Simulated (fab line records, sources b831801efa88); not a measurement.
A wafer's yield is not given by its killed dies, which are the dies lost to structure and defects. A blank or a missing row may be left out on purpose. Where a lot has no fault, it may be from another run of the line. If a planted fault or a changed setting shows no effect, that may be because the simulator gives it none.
fab line records ; flow sky130
[record] lots = 12; wafers = 36; lastDay = 50
route steps=708 shown SONOS_TUNNEL@162 SONOS_ONO@183 GATE_OXIDE@200 LDD_P@264
lots that met no fault: taken from a fault-free run of the same line
startH: start of the lot's first displayed wafer, in hours after the record's first day ; waitH: hours from the lot's prior step to this one ; " same as the row above ; L1.1+2: several wafers, shown together as one row ; - either no value or no given start ; * or withheld: withheld ; < > ~ a bound
route shown NAME@n: NAME is a module with steps in the file, n the number in the route of the first one ; usual: the fault-free wafers' mean and standard deviation ; same: alike in all rows ; chamber/n: place in a boat ; sites: the reading at each site ; _std_site: their standard deviation ; _edge_site: mean of outer sites minus mean of inner sites ; radiusMm: how far each site lies from the wafer's centre ; mask NAME#n: copy n ; behind: tool/chamber where the wafer was last shaped ; hold: why the lot was held/for how many hours/how that ended ; device: which transistor (n, p or np) failed to switch ; end of line: tests of these same wafers at the route's end ; step lacking rows: just its recipe ; killed: dies lost to structure and defects at the first sort, not the wafer's yield ; map: a wafer's dies, x killed, . not, _ none there
set.NAME: the setting as run; set.NAME@STEP: as run at that earlier step ; model.NAME: the simulator's own value behind a step, which no gauge read
one table for each step of the route and one row for each wafer, over a sample of lots
services: when a tool's chamber went out of use (startH, in hours from the record's first day, below 0 if earlier), for how many hours, and the reason
[[steps]]
[step SKY_SONOS_TUNNEL_OVL_MEAS_08]
[usual] SONOS_TUNNEL_OVL = -0.9/1.5
lot.wafer;tool;chamber;startH;waitH;SONOS_TUNNEL_OVL[nm]
L200.1;overlay-02;-;246.62;0.1;-0.8
L200.5;overlay-02;-;246.62;0.1;-1.6
L200.6;overlay-02;-;246.62;0.1;-1.2
L203.1;overlay-01;-;270.72;0.1;0.0
L203.4;overlay-01;-;270.72;0.1;1.8
L203.6;overlay-01;-;270.72;0.1;1.6
L204.2;overlay-01;-;281.62;0.1;-0.1
L204.3;overlay-01;-;281.62;0.1;-0.4
L204.6;overlay-01;-;281.62;0.1;0.1
L207.1;overlay-02;-;307.82;0.1;0.2
L207.2;overlay-02;-;307.82;0.1;-0.6
L207.5;overlay-02;-;307.82;0.1;-0.4
L208.1;overlay-01;-;309.66;0.1;-1.0
L208.2;overlay-01;-;309.66;0.1;-0.4
L208.6;overlay-01;-;309.66;0.1;-2.9
L211.1;overlay-02;-;339.27;0.1;-3.0
L211.3;overlay-02;-;339.27;0.1;-2.7
L211.5;overlay-02;-;339.27;0.1;-2.1
L212.1;overlay-01;-;349.39;0.1;-1.2
L212.3;overlay-01;-;349.39;0.1;-1.8
L212.4;overlay-01;-;349.39;0.1;-1.1
L215.2;overlay-02;-;364.12;0.1;-2.1
L215.3;overlay-02;-;364.12;0.1;-1.4
L215.5;overlay-02;-;364.12;0.1;-0.4
L216.1;overlay-02;-;377.42;0.1;-1.8
L216.2;overlay-02;-;377.42;0.1;0.1
L216.3;overlay-02;-;377.42;0.1;-1.9
L218.1;overlay-02;-;390.72;0.1;-1.6
L218.3;overlay-02;-;390.72;0.1;-3.1
L218.4;overlay-02;-;390.72;0.1;-1.9
L221.1;overlay-01;-;420.04;0.1;-0.4
L221.4;overlay-01;-;420.04;0.1;1.2
L221.5;overlay-01;-;420.04;0.1;1.5
L222.1;overlay-01;-;427.16;0.1;-2.1
L222.2;overlay-01;-;427.16;0.1;-3.4
L222.3;overlay-01;-;427.16;0.1;-3.1
[step SKY_SONOS_ONO_ETCH_15]
[recipe] targetDepthNm = 19.52; chemistry = CHF3/O2; sourceW = 600; biasW = 200; pressureMtorr = 40; chf3FlowSccm = 50; O2_flow_sccm = 5; timeS = 7.8
[usual] drypumpMotorCurrentA = 5.77/0.29; oesProductAu = 0.997/0.0081; throttleValvePct = 8.823/0.0083
lot.wafer;tool;chamber;startH;waitH;drypumpMotorCurrentA;oesProductAu;rfHoursCounterH;throttleValvePct
L200.1;rieDiel-01;3;276.25;0.0;5.41;0.994;61;8.824
L200.5;rieDiel-01;3;276.25;0.0;5.41;1.001;-;8.814
L200.6;rieDiel-01;0;276.25;0.0;5.90;0.990;-;8.829
L203.1;rieDiel-02;1;303.05;0.0;5.35;1.001;91;8.822
L203.4;rieDiel-02;0;303.05;0.0;6.13;0.999;42;8.820
L203.6;rieDiel-02;1;303.05;0.0;5.33;1.005;-;8.827
L204.2;rieDiel-01;0;313.50;0.0;5.93;0.989;112;8.821
L204.3;rieDiel-01;1;313.50;0.0;5.80;0.984;62;8.811
L204.6;rieDiel-01;1;313.50;0.0;5.76;0.987;-;8.828
L207.1;rieDiel-01;1;340.65;0.0;5.78;0.993;62;8.820
L207.2;rieDiel-01;3;340.65;0.0;5.41;1.000;62;8.816
L207.5;rieDiel-01;3;340.65;0.0;5.40;1.001;-;8.824
L208.1;rieDiel-02;0;346.01;0.0;6.13;1.004;43;8.823
L208.2;rieDiel-02;1;346.01;0.0;5.29;0.999;92;8.805
L208.6;rieDiel-02;1;346.01;0.0;5.31;0.996;-;8.824
L211.1;rieDiel-02;2;371.65;0.0;6.05;0.994;2;8.828
L211.3;rieDiel-02;0;371.65;0.0;6.14;1.014;43;8.817
L211.5;rieDiel-02;3;371.65;0.0;5.58;0.998;-;8.816
L212.1;rieDiel-02;2;384.36;0.0;6.06;0.992;2;8.822
L212.3;rieDiel-02;0;384.36;0.0;6.15;0.991;43;8.826
L212.4;rieDiel-02;3;384.36;0.0;5.59;1.002;114;8.832
L215.2;rieDiel-01;2;397.70;0.0;6.15;0.990;1;8.833
L215.3;rieDiel-01;3;397.70;0.0;5.41;0.991;64;8.812
L215.5;rieDiel-01;2;397.70;0.0;6.13;0.984;-;8.819
L216.1;rieDiel-02;0;411.50;0.0;6.13;0.998;44;8.828
L216.2;rieDiel-02;3;411.50;0.0;5.59;0.992;0;8.813
L216.3;rieDiel-02;1;411.50;0.0;5.31;0.976;94;8.819
L218.1;rieDiel-03;2;429.10;0.0;5.64;1.001;11;8.814
L218.3;rieDiel-03;0;429.10;0.0;6.02;1.016;2;8.825
L218.4;rieDiel-03;3;429.10;0.0;5.58;0.997;72;8.823
L221.1;rieDiel-02;3;459.75;0.0;5.58;1.013;1;8.842
L221.4;rieDiel-02;0;459.75;0.0;6.15;1.005;45;8.823
L221.5;rieDiel-02;3;459.75;0.0;5.58;1.011;-;8.821
L222.1;rieDiel-02;3;464.81;0.0;5.60;1.009;1;8.820
L222.2;rieDiel-02;0;464.81;0.0;6.13;1.006;45;8.821
L222.3;rieDiel-02;2;464.81;0.0;6.03;0.998;4;8.823
[step SKY_GATE_OXIDE_STRIP_13]
[recipe] chemistry = O2/N2; powerW = 1400; pressureMtorr = 1500; platenTempC = withheld; o2FlowSccm = 3000; n2FlowSccm = 300; overashFraction = 0.5
[usual] drypumpMotorCurrentA = 5.6/0.38; oesProductAu = 0.716/0.0043; stripTimeToEndpointS = 14.17/0.043
lot.wafer;tool;chamber;startH;waitH;drypumpMotorCurrentA;oesProductAu;rfHoursCounterH;stripTimeToEndpointS
L200.1;plasmaAsher-04;1;304.01;0.0;5.8;0.722;18;14.20
L200.5;plasmaAsher-04;0;304.01;0.0;5.4;0.713;-;14.17
L200.6;plasmaAsher-04;1;304.01;0.0;5.8;0.711;-;14.24
L203.1;plasmaAsher-04;1;331.26;0.0;5.8;0.719;21;14.15
L203.4;plasmaAsher-04;0;331.26;0.0;5.4;0.719;-;14.15
L203.6;plasmaAsher-04;1;331.26;0.0;5.8;0.708;-;14.16
L204.2;plasmaAsher-03;0;343.78;0.0;4.9;0.708;64;14.19
L204.3;plasmaAsher-03;1;343.78;0.0;5.8;0.717;-;14.15
L204.6;plasmaAsher-03;0;343.78;0.0;4.9;0.713;-;14.14
L207.1;plasmaAsher-04;0;371.94;0.0;5.4;0.720;25;14.13
L207.2;plasmaAsher-04;1;371.94;0.0;5.8;0.714;25;14.19
L207.5;plasmaAsher-04;0;371.94;0.0;5.4;0.716;-;14.18
L208.1;plasmaAsher-03;0;377.43;0.0;4.9;0.722;67;14.21
L208.2;plasmaAsher-03;1;377.43;0.0;5.7;0.712;67;14.21
L208.6;plasmaAsher-03;0;377.43;0.0;4.9;0.720;-;14.22
L211.1;plasmaAsher-04;1;402.85;0.0;5.8;0.715;28;14.21
L211.3;plasmaAsher-04;0;402.85;0.0;5.4;0.712;-;14.23
L211.5;plasmaAsher-04;0;402.85;0.0;5.4;0.711;-;14.22
L212.1;plasmaAsher-02;0;416.85;0.0;6.1;0.718;70;14.19
L212.3;plasmaAsher-02;1;416.85;0.0;5.8;0.721;-;14.19
L212.4;plasmaAsher-02;0;416.85;0.0;6.1;0.711;-;14.18
L215.2;plasmaAsher-03;1;430.94;0.0;5.7;0.719;72;14.18
L215.3;plasmaAsher-03;0;430.94;0.0;4.9;0.713;-;14.20
L215.5;plasmaAsher-03;1;430.94;0.0;5.8;0.716;-;14.20
L216.1;plasmaAsher-03;0;444.60;0.0;4.9;0.720;74;14.14
L216.2;plasmaAsher-03;1;444.60;0.0;5.7;0.715;74;14.10
L216.3;plasmaAsher-03;1;444.60;0.0;5.7;0.714;-;14.11
L218.1;plasmaAsher-02;1;462.38;0.0;5.8;0.720;2;14.21
L218.3;plasmaAsher-02;0;462.38;0.0;6.1;0.725;-;14.19
L218.4;plasmaAsher-02;1;462.38;0.0;5.7;0.716;-;14.19
L221.1;plasmaAsher-04;1;492.63;0.0;5.8;0.723;38;14.23
L221.4;plasmaAsher-04;1;492.63;0.0;5.8;0.716;-;14.22
L221.5;plasmaAsher-04;0;492.63;0.0;5.4;0.713;-;14.23
L222.1;plasmaAsher-02;1;498.13;0.0;5.7;0.719;5;14.16
L222.2;plasmaAsher-02;0;498.13;0.0;6.1;0.719;5;14.14
L222.3;plasmaAsher-02;0;498.13;0.0;6.1;0.711;-;14.14
[step SKY_LDD_P_IMPLANT_09]
[recipe] species = BF2; energyKev = 25; doseCm2 = 1e+13; tiltDeg = withheld
[usual] faradayCurrentUA = 56.5/1.1
lot.wafer;tool;chamber;startH;waitH;faradayCurrentUA
L200.1;implanter-01;0;426.01;0.0;57.0
L200.5;implanter-01;0;426.01;0.0;55.8
L200.6;implanter-01;0;426.01;0.0;55.6
L203.1;implanter-03;0;460.23;0.0;53.7
L203.4;implanter-03;0;460.23;0.0;54.2
L203.6;implanter-03;0;460.23;0.0;57.7
L204.2;implanter-01;0;471.77;0.0;55.9
L204.3;implanter-01;0;471.77;0.0;56.1
L204.6;implanter-01;0;471.77;0.0;58.4
L207.1;implanter-03;0;503.75;0.0;56.1
L207.2;implanter-03;0;503.75;0.0;57.7
L207.5;implanter-03;0;503.75;0.0;57.5
L208.1;implanter-01;0;512.00;0.0;58.4
L208.2;implanter-01;0;512.00;0.0;57.1
L208.6;implanter-01;0;512.00;0.0;53.6
L211.1;implanter-04;0;536.70;0.0;56.6
L211.3;implanter-04;0;536.70;0.0;54.7
L211.5;implanter-04;0;536.70;0.0;57.6
L212.1;implanter-03;0;544.73;0.0;56.6
L212.3;implanter-03;0;544.73;0.0;55.5
L212.4;implanter-03;0;544.73;0.0;56.9
L215.2;implanter-03;0;561.13;0.0;59.5
L215.3;implanter-03;0;561.13;0.0;56.7
L215.5;implanter-03;0;561.13;0.0;55.5
L216.1;implanter-03;0;574.66;0.0;56.1
L216.2;implanter-03;0;574.66;0.0;56.0
L216.3;implanter-03;0;574.66;0.0;55.5
L218.1;implanter-03;0;591.28;0.0;55.4
L218.3;implanter-03;0;591.28;0.0;55.6
L218.4;implanter-03;0;591.28;0.0;56.2
L221.1;implanter-04;0;619.16;0.0;57.3
L221.4;implanter-04;0;619.16;0.0;57.2
L221.5;implanter-04;0;619.16;0.0;56.9
L222.1;implanter-01;0;626.33;0.0;55.0
L222.2;implanter-01;0;626.33;0.0;56.8
L222.3;implanter-01;0;626.33;0.0;54.1
[step SKY_LDD_P_TW_MEAS_11]
[usual] LDD_P_TW = 639/3.1
lot.wafer;tool;chamber;startH;waitH;hold;LDD_P_TW
L200.1;filmMetro-03;-;426.26;0.1;-;636
L200.5;filmMetro-03;-;426.26;0.1;-;637
L200.6;filmMetro-03;-;426.26;0.1;-;636
L203.1;filmMetro-01;-;460.48;0.1;-;639
L203.4;filmMetro-01;-;460.48;0.1;-;642
L203.6;filmMetro-01;-;460.48;0.1;-;641
L204.2;filmMetro-02;-;472.01;0.1;-;637
L204.3;filmMetro-02;-;472.01;0.1;-;640
L204.6;filmMetro-02;-;472.01;0.1;-;640
L207.1;filmMetro-02;-;504.00;0.1;-;638
L207.2;filmMetro-02;-;504.00;0.1;-;637
L207.5;filmMetro-02;-;504.00;0.1;-;641
L208.1;filmMetro-02;-;512.25;0.1;-;640
L208.2;filmMetro-02;-;512.25;0.1;-;639
L208.6;filmMetro-02;-;512.25;0.1;-;634
L211.1;filmMetro-03;-;536.95;0.1;-;637
L211.3;filmMetro-03;-;536.95;0.1;-;643
L211.5;filmMetro-03;-;536.95;0.1;-;634
L212.1;filmMetro-03;-;544.98;0.1;-;634
L212.3;filmMetro-03;-;544.98;0.1;-;632
L212.4;filmMetro-03;-;544.98;0.1;-;642
L215.2;filmMetro-03;-;561.37;0.1;awaitDispo/0.2h/release;564
L215.3;filmMetro-03;-;561.37;0.1;awaitDispo/0.2h/release;563
L215.5;filmMetro-03;-;561.37;0.1;awaitDispo/0.2h/release;561
L215.2;filmMetro-03;-;561.59;0.2;-;564
L215.3;filmMetro-03;-;561.59;0.2;-;565
L215.5;filmMetro-03;-;561.59;0.2;-;561
L216.1;filmMetro-03;-;574.91;0.1;awaitDispo/0.2h/release;565
L216.2;filmMetro-03;-;574.91;0.1;awaitDispo/0.2h/release;563
L216.3;filmMetro-03;-;574.91;0.1;awaitDispo/0.2h/release;563
L216.1;filmMetro-03;-;575.13;0.2;-;558
L216.2;filmMetro-03;-;575.13;0.2;-;566
L216.3;filmMetro-03;-;575.13;0.2;-;562
L218.1;filmMetro-02;-;591.53;0.1;awaitDispo/0.2h/release;559
L218.3;filmMetro-02;-;591.53;0.1;awaitDispo/0.2h/release;562
L218.4;filmMetro-02;-;591.53;0.1;awaitDispo/0.2h/release;560
L218.1;filmMetro-02;-;591.78;0.2;-;558
L218.3;filmMetro-02;-;591.78;0.2;-;560
L218.4;filmMetro-02;-;591.78;0.2;-;563
L221.1;filmMetro-01;-;619.41;0.1;-;641
L221.4;filmMetro-01;-;619.41;0.1;-;639
L221.5;filmMetro-01;-;619.41;0.1;-;642
L222.1;filmMetro-01;-;626.58;0.1;-;641
L222.2;filmMetro-01;-;626.58;0.1;-;646
L222.3;filmMetro-01;-;626.58;0.1;-;641
[[services]]
tool;chamber;startH;hours;kind
implanter-04;-;297.35;3.3;repair
rieDiel-01;2;300.69;1.4;repair
plasmaAsher-02;-;313.45;2.8;repair
plasmaAsher-02;-;340.03;12.6;pm
rieDiel-01;2;375.29;2.7;repair
implanter-03;-;409.43;3.8;pm
plasmaAsher-03;-;411.54;0.8;repair
implanter-03;-;420.38;1.3;repair
plasmaAsher-02;-;421.25;9.0;pm
plasmaAsher-02;-;439.19;14.6;pm
implanter-03;-;448.61;0.6;repair
implanter-03;-;485.75;3.5;repair
rieDiel-01;3;507.98;13.8;repair
rieDiel-01;1;522.52;1.7;repair
rieDiel-02;0;543.22;5.3;repair
rieDiel-02;1;547.78;10.6;repair
implanter-01;-;548.85;29.1;pm
rieDiel-01;0;561.76;3.1;repair
plasmaAsher-03;-;563.60;18.2;repair
plasmaAsher-02;-;567.20;13.2;repair
plasmaAsher-04;-;580.69;2.2;repair
plasmaAsher-03;-;586.17;2.8;pm
plasmaAsher-03;-;611.03;4.3;pm
implanter-03;-;615.19;15.5;pm
[[key]]
[firstSign] step = SKY_LDD_P_TW_MEAS_11; reading = visit; direction = added
[effect] step = SKY_LDD_P_TW_MEAS_11; reading = LDD_P_TW; direction = down; sigmas = 25; usual = 639; struck = 562
metAt SKY_LDD_P_IMPLANT_09
struckLots L215,L216,L218
testerLeftOut L215,L216,L218
notActingAt SKY_SONOS_TUNNEL_OVL_MEAS_08,SKY_SONOS_ONO_ETCH_15,SKY_GATE_OXIDE_STRIP_13
onsetBetween 544.73 561.13
[fault] kind = processParameterDrift; tool = implanter-03; chamber = -; onsetH = 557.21; steps = SKY_LDD_P_IMPLANT_09; channel = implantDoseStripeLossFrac; offset = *; shape = step; endH = 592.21
// testerLeftOut: of these lots the tester's yield and bins aren't shown, on N5 and GAA mostly nor the transistor test; their killed dies are dies lost to structure and defects alone, not to doping, threshold or leakage, so they don't give the yield
